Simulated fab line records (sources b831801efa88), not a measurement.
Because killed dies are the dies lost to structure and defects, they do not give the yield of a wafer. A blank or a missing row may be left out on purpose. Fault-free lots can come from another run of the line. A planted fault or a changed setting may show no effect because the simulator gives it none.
fab line records || flow sfq-line || part 2 of 2: steps 27 to 40 of 40
record: {"lots": 5, "wafers": 15, "last-day": 81}
route steps=325 shown M7@281 I7@296 M8@311
lots that met no fault: taken from a fault-free run of the same line
start-h: hours from the record's opening day to when the first of the lot's shown wafers began || wait-h: hours from the lot's prior step to this one || " identical to the entry in the row above || L1.1+2: several wafers, shown together as one row || - no value, or no start given || * or withheld: withheld || < > ~ a bound
route shown NAME@n: NAME is a module with steps in the file, n the number in the route of the first one || usual: mean/standard deviation of fault-free wafers || same: alike in all rows || chamber/n: place in a boat || sites: readings site by site || _std_site: how widely they spread, as a standard deviation || _edge_site: the outer-site mean with the inner-site mean subtracted || radius-mm: for every site, how far away it sits from the centre of the wafer || mask NAME#n: copy n || behind: the last tool/chamber to shape the wafer || hold: why the lot went on hold/how many hours it stayed there/how the hold came to an end || device: whichever transistor did not switch (one of n, p or np) || end of line: the route-end tests of the same wafers || a step given without rows: its recipe and nothing more || killed: the dies lost at the first sort to structure and to defects; this is not the yield of the wafer || map: the dies of a wafer, with x for killed, . for not killed, _ for no die there
set.NAME: the run value of the setting; set.NAME@STEP: its run value at that earlier step || model.NAME: the simulator's own value behind a step, which no gauge read
lots at selected steps of the route; one table per step, one row per wafer
services: the hour from which a tool's chamber was out of use, counted from the record's first day as start-h (under 0 if before that day), plus the number of hours and why
== steps ==
step: SFQ_TRILAYER_I7_VIA_ETCH_VIA_ETCH_190
recipe: {"target": "SiO2", "stop-on": "Nb", "mask-material": "PR", "taper-deg": 20, "chemistry": "CHF3", "target-depth-nm": 260, "source-w": 500, "bias-w": 80, "pressure-mtorr": 30, "time-s": "withheld"}
usual: {"bias-w": "80.00/0.25", "drypump-motor-current-A": "5.8/0.49", "oes-product-au": "0.854/0.005"}
{"lot.wafer": "L078.1", "tool": "rie-diel-02", "chamber": 0, "start-h": 1587.70, "wait-h": 0.0, "bias-w": 79.95, "drypump-motor-current-A": 6.4, "oes-product-au": 0.863}
{"lot.wafer": "L078.4", "tool": "rie-diel-02", "chamber": 2, "start-h": 1587.70, "wait-h": 0.0, "bias-w": 79.98, "drypump-motor-current-A": 5.4, "oes-product-au": 0.852}
{"lot.wafer": "L078.6", "tool": "rie-diel-02", "chamber": 1, "start-h": 1587.70, "wait-h": 0.0, "bias-w": 79.86, "drypump-motor-current-A": 5.4, "oes-product-au": 0.850}
{"lot.wafer": "L081.2", "tool": "rie-diel-03", "chamber": 0, "start-h": 1619.35, "wait-h": 0.0, "bias-w": 79.84, "drypump-motor-current-A": 6.4, "oes-product-au": 0.861}
{"lot.wafer": "L081.4", "tool": "rie-diel-03", "chamber": 2, "start-h": 1619.35, "wait-h": 0.0, "bias-w": 79.68, "drypump-motor-current-A": 6.4, "oes-product-au": 0.852}
{"lot.wafer": "L081.5", "tool": "rie-diel-03", "chamber": 0, "start-h": 1619.35, "wait-h": 0.0, "bias-w": 79.97, "drypump-motor-current-A": 6.5, "oes-product-au": 0.864}
{"lot.wafer": "L089.1", "tool": "rie-diel-04", "chamber": 3, "start-h": 1844.58, "wait-h": 0.0, "bias-w": 80.17, "drypump-motor-current-A": 5.6, "oes-product-au": 0.858}
{"lot.wafer": "L089.2", "tool": "rie-diel-04", "chamber": 1, "start-h": 1844.58, "wait-h": 0.0, "bias-w": 80.10, "drypump-motor-current-A": 5.4, "oes-product-au": 0.866}
{"lot.wafer": "L089.5", "tool": "rie-diel-04", "chamber": 1, "start-h": 1844.58, "wait-h": 0.0, "bias-w": 79.90, "drypump-motor-current-A": 5.3, "oes-product-au": 0.850}
{"lot.wafer": "L096.2", "tool": "rie-diel-02", "chamber": 2, "start-h": 1862.58, "wait-h": 0.0, "bias-w": 79.71, "drypump-motor-current-A": 5.4, "oes-product-au": 0.854}
{"lot.wafer": "L096.3", "tool": "rie-diel-02", "chamber": 3, "start-h": 1862.58, "wait-h": 0.0, "bias-w": 79.35, "drypump-motor-current-A": 6.3, "oes-product-au": 0.845}
{"lot.wafer": "L096.6", "tool": "rie-diel-02", "chamber": 0, "start-h": 1862.58, "wait-h": 0.0, "bias-w": 79.75, "drypump-motor-current-A": 6.4, "oes-product-au": 0.860}
{"lot.wafer": "L097.1", "tool": "rie-diel-04", "chamber": 2, "start-h": 1864.98, "wait-h": 0.0, "bias-w": 80.16, "drypump-motor-current-A": 6.1, "oes-product-au": 0.855}
{"lot.wafer": "L097.3", "tool": "rie-diel-04", "chamber": 3, "start-h": 1864.98, "wait-h": 0.0, "bias-w": 79.62, "drypump-motor-current-A": 5.5, "oes-product-au": 0.862}
{"lot.wafer": "L097.6", "tool": "rie-diel-04", "chamber": 0, "start-h": 1864.98, "wait-h": 0.0, "bias-w": 79.90, "drypump-motor-current-A": 6.1, "oes-product-au": 0.852}
step: SFQ_TRILAYER_I7_VIA_STRIP_STRIP_191
recipe: {"gas": "O2", "power-w": 200, "platen-temp-c": 40, "overash-fraction": 0.65, "chemistry": "O2", "pressure-mtorr": 50}
usual: {"drypump-motor-current-A": "6.0/0.39", "oes-product-au": "1.007/0.009"}
{"lot.wafer": "L078.1", "tool": "rie-metal-02", "chamber": 0, "start-h": 1587.81, "wait-h": "-", "drypump-motor-current-A": 6.5, "oes-product-au": 1.015, "rf-hours-counter-h": 37}
{"lot.wafer": "L078.4", "tool": "rie-metal-02", "chamber": 0, "start-h": 1587.81, "wait-h": "-", "drypump-motor-current-A": 6.5, "oes-product-au": 1.014, "rf-hours-counter-h": "-"}
{"lot.wafer": "L078.6", "tool": "rie-metal-02", "chamber": 0, "start-h": 1587.81, "wait-h": "-", "drypump-motor-current-A": 6.5, "oes-product-au": 1.019, "rf-hours-counter-h": "-"}
{"lot.wafer": "L081.2", "tool": "rie-metal-03", "chamber": 0, "start-h": 1619.46, "wait-h": "-", "drypump-motor-current-A": 5.6, "oes-product-au": 0.993, "rf-hours-counter-h": 110}
{"lot.wafer": "L081.4", "tool": "rie-metal-03", "chamber": 0, "start-h": 1619.46, "wait-h": "-", "drypump-motor-current-A": 5.6, "oes-product-au": 1.003, "rf-hours-counter-h": "-"}
{"lot.wafer": "L081.5", "tool": "rie-metal-03", "chamber": 1, "start-h": 1619.46, "wait-h": "-", "drypump-motor-current-A": 6.3, "oes-product-au": 1.012, "rf-hours-counter-h": "-"}
{"lot.wafer": "L089.1", "tool": "rie-metal-03", "chamber": 1, "start-h": 1844.69, "wait-h": "-", "drypump-motor-current-A": 6.3, "oes-product-au": 1.000, "rf-hours-counter-h": 111}
{"lot.wafer": "L089.2", "tool": "rie-metal-03", "chamber": 0, "start-h": 1844.69, "wait-h": "-", "drypump-motor-current-A": 5.6, "oes-product-au": 0.993, "rf-hours-counter-h": 142}
{"lot.wafer": "L089.5", "tool": "rie-metal-03", "chamber": 1, "start-h": 1844.69, "wait-h": "-", "drypump-motor-current-A": 6.3, "oes-product-au": 1.006, "rf-hours-counter-h": "-"}
{"lot.wafer": "L096.2", "tool": "rie-metal-02", "chamber": 0, "start-h": 1862.69, "wait-h": "-", "drypump-motor-current-A": 6.5, "oes-product-au": 1.022, "rf-hours-counter-h": 85}
{"lot.wafer": "L096.3", "tool": "rie-metal-02", "chamber": 1, "start-h": 1862.69, "wait-h": "-", "drypump-motor-current-A": 5.2, "oes-product-au": 1.005, "rf-hours-counter-h": "-"}
{"lot.wafer": "L096.6", "tool": "rie-metal-02", "chamber": 1, "start-h": 1862.69, "wait-h": "-", "drypump-motor-current-A": 5.2, "oes-product-au": 1.001, "rf-hours-counter-h": "-"}
{"lot.wafer": "L097.1", "tool": "rie-metal-03", "chamber": 1, "start-h": 1865.09, "wait-h": "-", "drypump-motor-current-A": 6.3, "oes-product-au": 1.012, "rf-hours-counter-h": 117}
{"lot.wafer": "L097.3", "tool": "rie-metal-03", "chamber": 1, "start-h": 1865.09, "wait-h": "-", "drypump-motor-current-A": 6.3, "oes-product-au": 1.010, "rf-hours-counter-h": "-"}
{"lot.wafer": "L097.6", "tool": "rie-metal-03", "chamber": 1, "start-h": 1865.09, "wait-h": "-", "drypump-motor-current-A": 6.3, "oes-product-au": 1.010, "rf-hours-counter-h": "-"}
step: SFQ_TRILAYER_I7_VIA_STRIP_SOLV_CLEAN_192
recipe: {"chemistry": "NMP", "temp-c": 70, "time-s": 600}
{"lot.wafer": "L078.1+4+6", "tool": "wet-bench-02", "chamber": "1,7,3", "start-h": 1588.41, "wait-h": 0.4}
{"lot.wafer": "L081.2+4+5", "tool": "wet-bench-03", "chamber": "2,3,1", "start-h": 1620.06, "wait-h": 0.4}
{"lot.wafer": "L089.1+2+5", "tool": "wet-bench-02", "chamber": "7,6,3", "start-h": 1845.29, "wait-h": 0.4}
{"lot.wafer": "L096.2+3+6", "tool": "wet-bench-01", "chamber": "2,1,0", "start-h": 1863.29, "wait-h": 0.4}
{"lot.wafer": "L097.1+3+6", "tool": "wet-bench-03", "chamber": "1,0,7", "start-h": 1866.29, "wait-h": 1.0}
step: SFQ_TRILAYER_M8_LITHO_LOR_COAT_197
recipe: {"resist": "lift-off", "spin-rpm": 3000}
{"lot.wafer": "L078.1+4+6", "tool": "litho-track-02", "chamber": 0, "start-h": 1588.59, "wait-h": 0.0}
{"lot.wafer": "L081.2+4+5", "tool": "litho-track-02", "chamber": 0, "start-h": 1620.29, "wait-h": 0.1}
{"lot.wafer": "L089.1+2+5", "tool": "litho-track-02", "chamber": 0, "start-h": 1845.48, "wait-h": 0.0}
{"lot.wafer": "L096.2+3+6", "tool": "litho-track-04", "chamber": 0, "start-h": 1863.51, "wait-h": 0.1}
{"lot.wafer": "L097.1+3+6", "tool": "litho-track-04", "chamber": 0, "start-h": 1866.46, "wait-h": 0.0}
step: SFQ_TRILAYER_M8_LITHO_LOR_BAKE_198
recipe: {"resist": "lift-off", "temp-c": "withheld", "time-s": "withheld"}
{"lot.wafer": "L078.1+4+6", "tool": "litho-track-02", "chamber": 0, "start-h": 1588.89, "wait-h": 0.2}
{"lot.wafer": "L081.2+4+5", "tool": "litho-track-02", "chamber": 0, "start-h": 1620.63, "wait-h": 0.3}
{"lot.wafer": "L089.1+2+5", "tool": "litho-track-02", "chamber": 0, "start-h": 1845.78, "wait-h": 0.2}
{"lot.wafer": "L096.2+3+6", "tool": "litho-track-04", "chamber": 0, "start-h": 1863.86, "wait-h": 0.3}
{"lot.wafer": "L097.1+3+6", "tool": "litho-track-04", "chamber": 0, "start-h": 1866.76, "wait-h": 0.2}
step: SFQ_TRILAYER_M8_LITHO_COAT_193
recipe: {"resist": "KrF", "spin-rpm": 3000, "resist-thk-nm": 600}
{"lot.wafer": "L078.1+4+6", "tool": "litho-track-02", "chamber": 0, "start-h": "-", "wait-h": "-"}
{"lot.wafer": "L081.2+4+5", "tool": "litho-track-02", "chamber": 0, "start-h": "-", "wait-h": "-"}
{"lot.wafer": "L089.1+2+5", "tool": "litho-track-02", "chamber": 0, "start-h": "-", "wait-h": "-"}
{"lot.wafer": "L096.2+3+6", "tool": "litho-track-04", "chamber": 0, "start-h": "-", "wait-h": "-"}
{"lot.wafer": "L097.1+3+6", "tool": "litho-track-04", "chamber": 0, "start-h": "-", "wait-h": "-"}
step: SFQ_TRILAYER_M8_LITHO_SOFTBAKE_199
recipe: {"temp-c": "withheld", "time-s": "withheld", "resist": "KrF"}
{"lot.wafer": "L078.1+4+6", "tool": "litho-track-02", "chamber": 0, "start-h": "-", "wait-h": "-"}
{"lot.wafer": "L081.2+4+5", "tool": "litho-track-02", "chamber": 0, "start-h": "-", "wait-h": "-"}
{"lot.wafer": "L089.1+2+5", "tool": "litho-track-02", "chamber": 0, "start-h": "-", "wait-h": "-"}
{"lot.wafer": "L096.2+3+6", "tool": "litho-track-04", "chamber": 0, "start-h": "-", "wait-h": "-"}
{"lot.wafer": "L097.1+3+6", "tool": "litho-track-04", "chamber": 0, "start-h": "-", "wait-h": "-"}
step: SFQ_TRILAYER_M8_LITHO_EXPOSE_194
recipe: {"mask-id": "M8", "na": 0.6, "source-shape": "conventional", "sigma-outer": 0.65, "target-cd-nm": 2000, "dose-mj": 14.4}
usual: {"focus-offset-nm": "-0.1/0.5"}
{"lot.wafer": "L078.1", "tool": "krf-scanner-02", "chamber": 0, "start-h": 1666.92, "wait-h": "-", "mask": "M8#0", "focus-offset-nm": 0.1}
{"lot.wafer": "L078.4", "tool": "krf-scanner-02", "chamber": 0, "start-h": 1666.92, "wait-h": "-", "mask": "M8#0", "focus-offset-nm": -0.1}
{"lot.wafer": "L078.6", "tool": "krf-scanner-02", "chamber": 0, "start-h": 1666.92, "wait-h": "-", "mask": "M8#0", "focus-offset-nm": 0.0}
{"lot.wafer": "L081.2", "tool": "krf-scanner-02", "chamber": 0, "start-h": 1691.12, "wait-h": "-", "mask": "M8#0", "focus-offset-nm": -1.1}
{"lot.wafer": "L081.4", "tool": "krf-scanner-02", "chamber": 0, "start-h": 1691.12, "wait-h": "-", "mask": "M8#0", "focus-offset-nm": 0.2}
{"lot.wafer": "L081.5", "tool": "krf-scanner-02", "chamber": 0, "start-h": 1691.12, "wait-h": "-", "mask": "M8#0", "focus-offset-nm": -0.1}
{"lot.wafer": "L089.1", "tool": "krf-scanner-01", "chamber": 0, "start-h": 1904.47, "wait-h": "-", "mask": "M8#0", "focus-offset-nm": -0.2}
{"lot.wafer": "L089.2", "tool": "krf-scanner-01", "chamber": 0, "start-h": 1904.47, "wait-h": "-", "mask": "M8#0", "focus-offset-nm": -0.5}
{"lot.wafer": "L089.5", "tool": "krf-scanner-01", "chamber": 0, "start-h": 1904.47, "wait-h": "-", "mask": "M8#0", "focus-offset-nm": 0.2}
{"lot.wafer": "L096.2", "tool": "krf-scanner-01", "chamber": 0, "start-h": 1931.61, "wait-h": "-", "mask": "M8#0", "focus-offset-nm": -0.1}
{"lot.wafer": "L096.3", "tool": "krf-scanner-01", "chamber": 0, "start-h": 1931.61, "wait-h": "-", "mask": "M8#0", "focus-offset-nm": -0.4}
{"lot.wafer": "L096.6", "tool": "krf-scanner-01", "chamber": 0, "start-h": 1931.61, "wait-h": "-", "mask": "M8#0", "focus-offset-nm": -0.7}
{"lot.wafer": "L097.1", "tool": "krf-scanner-01", "chamber": 0, "start-h": 1932.61, "wait-h": "-", "mask": "M8#0", "focus-offset-nm": -0.1}
{"lot.wafer": "L097.3", "tool": "krf-scanner-01", "chamber": 0, "start-h": 1932.61, "wait-h": "-", "mask": "M8#0", "focus-offset-nm": 0.1}
{"lot.wafer": "L097.6", "tool": "krf-scanner-01", "chamber": 0, "start-h": 1932.61, "wait-h": "-", "mask": "M8#0", "focus-offset-nm": 0.0}
step: SFQ_TRILAYER_M8_LITHO_PEB_196
recipe: {"peb-temp-c": 115, "peb-time-s": 60, "resist": "KrF"}
usual: {"heater-power-total-W": "79.15/0.063"}
{"lot.wafer": "L078.1", "tool": "litho-track-02", "chamber": 0, "start-h": 1668.12, "wait-h": 1.0, "heater-power-total-W": 79.19}
{"lot.wafer": "L078.4", "tool": "litho-track-02", "chamber": 0, "start-h": 1668.12, "wait-h": 1.0, "heater-power-total-W": 79.18}
{"lot.wafer": "L078.6", "tool": "litho-track-02", "chamber": 0, "start-h": 1668.12, "wait-h": 1.0, "heater-power-total-W": 79.19}
{"lot.wafer": "L081.2", "tool": "litho-track-04", "chamber": 0, "start-h": 1692.14, "wait-h": 0.8, "heater-power-total-W": 79.21}
{"lot.wafer": "L081.4", "tool": "litho-track-04", "chamber": 0, "start-h": 1692.14, "wait-h": 0.8, "heater-power-total-W": 79.16}
{"lot.wafer": "L081.5", "tool": "litho-track-04", "chamber": 0, "start-h": 1692.14, "wait-h": 0.8, "heater-power-total-W": 79.10}
{"lot.wafer": "L089.1", "tool": "litho-track-01", "chamber": 0, "start-h": 1905.67, "wait-h": 1.0, "heater-power-total-W": 79.23}
{"lot.wafer": "L089.2", "tool": "litho-track-01", "chamber": 0, "start-h": 1905.67, "wait-h": 1.0, "heater-power-total-W": 79.15}
{"lot.wafer": "L089.5", "tool": "litho-track-01", "chamber": 0, "start-h": 1905.67, "wait-h": 1.0, "heater-power-total-W": 79.01}
{"lot.wafer": "L096.2", "tool": "litho-track-02", "chamber": 0, "start-h": 1932.64, "wait-h": 0.8, "heater-power-total-W": 79.05}
{"lot.wafer": "L096.3", "tool": "litho-track-02", "chamber": 0, "start-h": 1932.64, "wait-h": 0.8, "heater-power-total-W": 79.01}
{"lot.wafer": "L096.6", "tool": "litho-track-02", "chamber": 0, "start-h": 1932.64, "wait-h": 0.8, "heater-power-total-W": 79.06}
{"lot.wafer": "L097.1", "tool": "litho-track-02", "chamber": 0, "start-h": 1933.81, "wait-h": 1.0, "heater-power-total-W": 79.14}
{"lot.wafer": "L097.3", "tool": "litho-track-02", "chamber": 0, "start-h": 1933.81, "wait-h": 1.0, "heater-power-total-W": 79.09}
{"lot.wafer": "L097.6", "tool": "litho-track-02", "chamber": 0, "start-h": 1933.81, "wait-h": 1.0, "heater-power-total-W": 79.12}
step: SFQ_TRILAYER_M8_LITHO_DEVELOP_195
recipe: {"img-clear-s": 15, "time-s": 55, "resist": "KrF"}
{"lot.wafer": "L078.1+4+6", "tool": "litho-track-02", "chamber": 0, "start-h": 1668.27, "wait-h": 0.1}
{"lot.wafer": "L081.2+4+5", "tool": "litho-track-04", "chamber": 0, "start-h": 1692.29, "wait-h": 0.1}
{"lot.wafer": "L089.1+2+5", "tool": "litho-track-01", "chamber": 0, "start-h": 1905.82, "wait-h": 0.1}
{"lot.wafer": "L096.2+3+6", "tool": "litho-track-02", "chamber": 0, "start-h": 1932.79, "wait-h": 0.1}
{"lot.wafer": "L097.1+3+6", "tool": "litho-track-02", "chamber": 0, "start-h": 1933.96, "wait-h": 0.1}
step: SFQ_M8_OVL_MEAS_948
usual: {"M8_OVL": "3/6.4"}
{"lot.wafer": "L078.1", "tool": "overlay-02", "chamber": "-", "start-h": 1668.41, "wait-h": 0.1, "M8_OVL[nm]": 9}
{"lot.wafer": "L078.4", "tool": "overlay-02", "chamber": "-", "start-h": 1668.41, "wait-h": 0.1, "M8_OVL[nm]": 10}
{"lot.wafer": "L078.6", "tool": "overlay-02", "chamber": "-", "start-h": 1668.41, "wait-h": 0.1, "M8_OVL[nm]": 15}
{"lot.wafer": "L081.2", "tool": "overlay-01", "chamber": "-", "start-h": 1692.41, "wait-h": 0.1, "M8_OVL[nm]": 7}
{"lot.wafer": "L081.4", "tool": "overlay-01", "chamber": "-", "start-h": 1692.41, "wait-h": 0.1, "M8_OVL[nm]": 6}
{"lot.wafer": "L081.5", "tool": "overlay-01", "chamber": "-", "start-h": 1692.41, "wait-h": 0.1, "M8_OVL[nm]": 4}
{"lot.wafer": "L089.1", "tool": "overlay-02", "chamber": "-", "start-h": 1905.96, "wait-h": 0.1, "M8_OVL[nm]": 4}
{"lot.wafer": "L089.2", "tool": "overlay-02", "chamber": "-", "start-h": 1905.96, "wait-h": 0.1, "M8_OVL[nm]": -7}
{"lot.wafer": "L089.5", "tool": "overlay-02", "chamber": "-", "start-h": 1905.96, "wait-h": 0.1, "M8_OVL[nm]": 5}
{"lot.wafer": "L096.2", "tool": "overlay-02", "chamber": "-", "start-h": 1932.92, "wait-h": 0.1, "M8_OVL[nm]": -3}
{"lot.wafer": "L096.3", "tool": "overlay-02", "chamber": "-", "start-h": 1932.92, "wait-h": 0.1, "M8_OVL[nm]": 9}
{"lot.wafer": "L096.6", "tool": "overlay-02", "chamber": "-", "start-h": 1932.92, "wait-h": 0.1, "M8_OVL[nm]": -2}
{"lot.wafer": "L097.1", "tool": "overlay-02", "chamber": "-", "start-h": 1934.10, "wait-h": 0.1, "M8_OVL[nm]": 8}
{"lot.wafer": "L097.3", "tool": "overlay-02", "chamber": "-", "start-h": 1934.10, "wait-h": 0.1, "M8_OVL[nm]": 11}
{"lot.wafer": "L097.6", "tool": "overlay-02", "chamber": "-", "start-h": 1934.10, "wait-h": 0.1, "M8_OVL[nm]": 0}
step: SFQ_TRILAYER_M8_DEP_EVAP_197
recipe: {"material": "Ti", "angular-spread-deg": 1, "target-thk-nm": 20, "time-s": 100, "power-w": 2000}
{"lot.wafer": "L078.1+4+6", "tool": "pvd-sputter-02", "chamber": "-", "start-h": 1668.44, "wait-h": 0.0}
{"lot.wafer": "L081.2+4+5", "tool": "pvd-sputter-01", "chamber": "-", "start-h": 1692.44, "wait-h": 0.0}
{"lot.wafer": "L089.1+2+5", "tool": "pvd-sputter-01", "chamber": "-", "start-h": 1906.00, "wait-h": 0.0}
{"lot.wafer": "L096.2+3+6", "tool": "pvd-sputter-02", "chamber": "-", "start-h": 1932.95, "wait-h": 0.0}
{"lot.wafer": "L097.1+3+6", "tool": "pvd-sputter-01", "chamber": "-", "start-h": 1934.14, "wait-h": 0.0}
step: SFQ_TRILAYER_M8_DEP_EVAP_198
recipe: {"material": "Pt", "angular-spread-deg": 1, "target-thk-nm": 50, "time-s": 250, "power-w": 2000}
{"lot.wafer": "L078.1+4+6", "tool": "pvd-sputter-02", "chamber": "-", "start-h": 1668.52, "wait-h": 0.0}
{"lot.wafer": "L081.2+4+5", "tool": "pvd-sputter-01", "chamber": "-", "start-h": 1692.52, "wait-h": 0.0}
{"lot.wafer": "L089.1+2+5", "tool": "pvd-sputter-01", "chamber": "-", "start-h": 1906.07, "wait-h": 0.0}
{"lot.wafer": "L096.2+3+6", "tool": "pvd-sputter-02", "chamber": "-", "start-h": 1933.02, "wait-h": 0.0}
{"lot.wafer": "L097.1+3+6", "tool": "pvd-sputter-01", "chamber": "-", "start-h": 1934.21, "wait-h": 0.0}
step: SFQ_TRILAYER_M8_DEP_EVAP_196
recipe: {"material": "Au", "angular-spread-deg": 1, "target-thk-nm": 180, "time-s": 900, "power-w": 2000}
{"lot.wafer": "L078.1+4+6", "tool": "pvd-sputter-02", "chamber": "-", "start-h": 1668.67, "wait-h": 0.1}
{"lot.wafer": "L081.2+4+5", "tool": "pvd-sputter-01", "chamber": "-", "start-h": 1692.67, "wait-h": 0.1}
{"lot.wafer": "L089.1+2+5", "tool": "pvd-sputter-01", "chamber": "-", "start-h": 1906.22, "wait-h": 0.1}
{"lot.wafer": "L096.2+3+6", "tool": "pvd-sputter-02", "chamber": "-", "start-h": 1933.17, "wait-h": 0.1}
{"lot.wafer": "L097.1+3+6", "tool": "pvd-sputter-01", "chamber": "-", "start-h": 1934.37, "wait-h": 0.1}
== services ==
{"tool": "rie-metal-03", "chamber": 1, "start-h": 1490.74, "hours": 13.0, "kind": "repair"}
{"tool": "krf-scanner-01", "chamber": "-", "start-h": 1561.00, "hours": 4.0, "kind": "pm"}
{"tool": "krf-scanner-01", "chamber": "-", "start-h": 1569.26, "hours": 1.3, "kind": "pm"}
{"tool": "rie-metal-04", "chamber": "-", "start-h": 1576.27, "hours": 0.4, "kind": "repair"}
{"tool": "krf-scanner-01", "chamber": "-", "start-h": 1578.32, "hours": 1.0, "kind": "pm"}
{"tool": "krf-scanner-01", "chamber": "-", "start-h": 1582.85, "hours": 0.8, "kind": "pm"}
{"tool": "krf-scanner-01", "chamber": "-", "start-h": 1610.09, "hours": 0.3, "kind": "repair"}
{"tool": "krf-scanner-01", "chamber": "-", "start-h": 1630.03, "hours": 0.1, "kind": "repair"}
{"tool": "rie-metal-03", "chamber": "-", "start-h": 1649.64, "hours": 4.3, "kind": "pm"}
{"tool": "rie-metal-03", "chamber": 0, "start-h": 1660.05, "hours": 4.1, "kind": "repair"}
{"tool": "krf-scanner-01", "chamber": "-", "start-h": 1685.72, "hours": 1.9, "kind": "repair"}
{"tool": "krf-scanner-01", "chamber": "-", "start-h": 1693.61, "hours": 2.1, "kind": "repair"}
{"tool": "rie-metal-03", "chamber": 0, "start-h": 1702.99, "hours": 9.1, "kind": "repair"}
{"tool": "rie-metal-03", "chamber": "-", "start-h": 1709.06, "hours": 2.0, "kind": "repair"}
{"tool": "krf-scanner-01", "chamber": "-", "start-h": 1711.13, "hours": 0.9, "kind": "repair"}
{"tool": "krf-scanner-01", "chamber": "-", "start-h": 1745.75, "hours": 1.3, "kind": "pm"}
{"tool": "krf-scanner-01", "chamber": "-", "start-h": 1748.25, "hours": 1.0, "kind": "pm"}
{"tool": "krf-scanner-01", "chamber": "-", "start-h": 1751.65, "hours": 0.8, "kind": "pm"}
{"tool": "rie-metal-04", "chamber": 0, "start-h": 1758.31, "hours": 10.0, "kind": "repair"}
{"tool": "rie-metal-03", "chamber": "-", "start-h": 1758.80, "hours": 0.3, "kind": "repair"}
{"tool": "pvd-sputter-01", "chamber": "-", "start-h": 1774.93, "hours": 42.5, "kind": "repair"}
{"tool": "krf-scanner-01", "chamber": "-", "start-h": 1779.67, "hours": 0.9, "kind": "repair"}
{"tool": "pvd-sputter-01", "chamber": "-", "start-h": 1790.38, "hours": 8.2, "kind": "repair"}
{"tool": "rie-metal-04", "chamber": "-", "start-h": 1824.80, "hours": 1.0, "kind": "repair"}
